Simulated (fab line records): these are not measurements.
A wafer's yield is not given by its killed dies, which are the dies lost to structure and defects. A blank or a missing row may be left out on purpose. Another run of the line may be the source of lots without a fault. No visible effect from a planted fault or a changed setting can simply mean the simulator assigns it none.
Matching of chambers | flow sfqLine | SFQ_TRILAYER_A5C_DEP_PECVD_142 on pecvd-02: 3 sister chambers
The step deposits SiO2 from SiH4/N2O, time 15.556 s, target thk 70 nm. 14 wafers are shown with their chamber, then 7 later ones without.

## WAFERS WITH THEIR CHAMBER
wafer  | chamber | heaterPowerW (W) | throttleValvePct (%) | rfFwdPowerW (W)
L779.3 | 1       | 97               | 23.8                 | 179.0
L779.4 | 2       | 75               | 23.7                 | 181.6
L779.5 | 2       | 74               | 23.7                 | 181.2
L783.2 | 1       | 97               | 23.8                 | 179.6
L783.3 | 1       | 99               | 24.1                 | 180.7
L783.5 | 1       | 96               | 23.7                 | 180.6
L785.1 | 2       | 81               | 23.8                 | 180.6
L785.3 | 2       | 80               | 23.7                 | 180.9
L785.4 | 1       | 89               | 23.8                 | 179.3
L791.2 | 0       | 100              | 24.0                 | 179.9
L791.3 | 2       | 80               | 23.7                 | 180.1
L791.6 | 0       | 100              | 24.3                 | 178.4
L793.1 | 1       | 89               | 24.2                 | 179.3
L793.4 | 0       | 95               | 24.2                 | 180.2

SIGNATURES, as means of the wafers listed above
reading          | chamber 0 | chamber 1 | chamber 2 | scatter within a chamber
heaterPowerW     | 98.33     | 94.50     | 78.00     | 3.74
throttleValvePct | 24.167    | 23.900    | 23.720    | 0.152
rfFwdPowerW      | 179.500   | 179.750   | 180.880   | 0.725
Rule: distance of a wafer from a chamber = root of the sum over the readings of ((wafer's reading minus chamber's mean) / reading's scatter) squared. If the next closest chamber is less than 2 further off than the closest, the wafer can't be placed; otherwise it belongs to the closest. The scatter is the square root of a quotient: the sum, over the shown wafers, of each reading's squared deviation from its chamber's mean, divided by wafers minus chambers.

## WAFERS WITH NO CHAMBER GIVEN
wafer  | heaterPowerW (W) | throttleValvePct (%) | rfFwdPowerW (W)
L793.5 | 89               | 24.1                 | 179.3
L796.2 | 96               | 24.2                 | 179.9
L796.3 | 80               | 23.9                 | 180.2
L796.5 | 80               | 24.0                 | 180.3
L798.1 | 71               | 23.9                 | 180.6
L798.3 | 97               | 24.2                 | 180.5
L798.5 | 98               | 24.2                 | 180.7

## WHICH CHAMBER EACH ONE RAN IN
wafer  | from the rows above     | in truth
L793.5 | can't be placed: 1 or 0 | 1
L796.2 | can't be placed: 0 or 1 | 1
L796.3 | 2                       | 2
L796.5 | can't be placed: 2 or 1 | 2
L798.1 | 2                       | 2
L798.3 | can't be placed: 0 or 1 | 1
L798.5 | can't be placed: 0 or 1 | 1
2 of 7 placed correctly. Not placeable from these rows: 5 (in 5, the candidates include the true chamber). Wrongly placed: 0.
